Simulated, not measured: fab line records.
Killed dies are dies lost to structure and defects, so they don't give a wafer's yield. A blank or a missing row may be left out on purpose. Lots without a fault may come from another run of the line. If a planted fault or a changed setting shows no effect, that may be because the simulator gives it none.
2 desks, one fault + flow gf180mcu + every desk sees just its own numbers, and what lay behind them comes last

== AT THE METROLOGY DESK ==
Means of the sampled wafers that have a number, per lot and without regard to the tool the lot ran on: this is what the gauges read. A lot is out of limits, marked OUT, if its mean lies more than 4 standard deviations from the usual mean; the brackets give that distance.
Columns: A = STI_OXIDATION_01_THK at GF_STI_THK_MEAS_22, usual 15.1 nm; B = STI_CVD_23_THK at GF_STI_THK_MEAS_24, usual 650 nm; C = STI_OXIDATION_02_THK at GF_STI_THK_MEAS_30, usual 10.09 nm; D = DNWELL_TW at GF_DNWELL_TW_MEAS_09, usual 1356; E = NWELL_OVL at GF_NWELL_OVL_MEAS_07, usual -1.1 nm; F = NWELL_TW at GF_NWELL_TW_MEAS_11, usual 1573
| lot  | first seen here | A    | B   | C     | D    | E    | F    |
|------|-----------------|------|-----|-------|------|------|------|
| L338 | day 2 03:28     | 15.4 | 638 | 9.87  | 1363 | -4.2 | 1572 |
| L339 | day 2 08:55     | 15.2 | 651 | 10.06 | 1365 | -0.5 | 1562 |
| L341 | day 2 18:43     | 15.1 | 646 | 10.21 | 1353 | 0.0  | 1565 |
| L349 | day 4 17:05     | 15.1 | 648 | 10.22 | 1349 | -1.8 | 1572 |
| L355 | day 6 04:03     | 15.0 | 645 | 10.24 | 1367 | -2.0 | 1570 |
| L356 | day 6 04:03     | 14.9 | 655 | 10.16 | 1351 | -2.9 | 1574 |
This desk found nothing out of limits on any of the 6 lots.

== TOOL OWNER'S DESK, furnace-01 ==
The tool's own readings at GF_STI_OXIDATION_29 (stabilise 600 s, purge 300 s, target thk 10 nm): means of the sampled wafers that have a number, for each lot that ran on this tool. A lot is out of limits, marked OUT, if its mean lies more than 4 standard deviations from the usual mean; the brackets give that distance.
Columns: A = tube-center-temp-C at GF_STI_OXIDATION_29, usual 900.01 C; B = zone-power-centre-pct at GF_STI_OXIDATION_29, usual 18.5 %
| lot  | first seen here | A      | B    |
|------|-----------------|--------|------|
| L341 | day 2 19:58     | 899.98 | 18.9 |
| L349 | day 5 01:22     | 900.03 | 18.6 |
| L355 | day 6 10:08     | 900.03 | 19.0 |
| L356 | day 6 10:08     | 899.95 | 18.9 |
This desk found nothing out of limits on any of the 4 lots.

== PUT TOGETHER ==
The metrology desk saw nothing out of limits.
The desk of the tool owner found nothing out of limits.

== WHAT THE SIMULATOR HAD INSERTED ==
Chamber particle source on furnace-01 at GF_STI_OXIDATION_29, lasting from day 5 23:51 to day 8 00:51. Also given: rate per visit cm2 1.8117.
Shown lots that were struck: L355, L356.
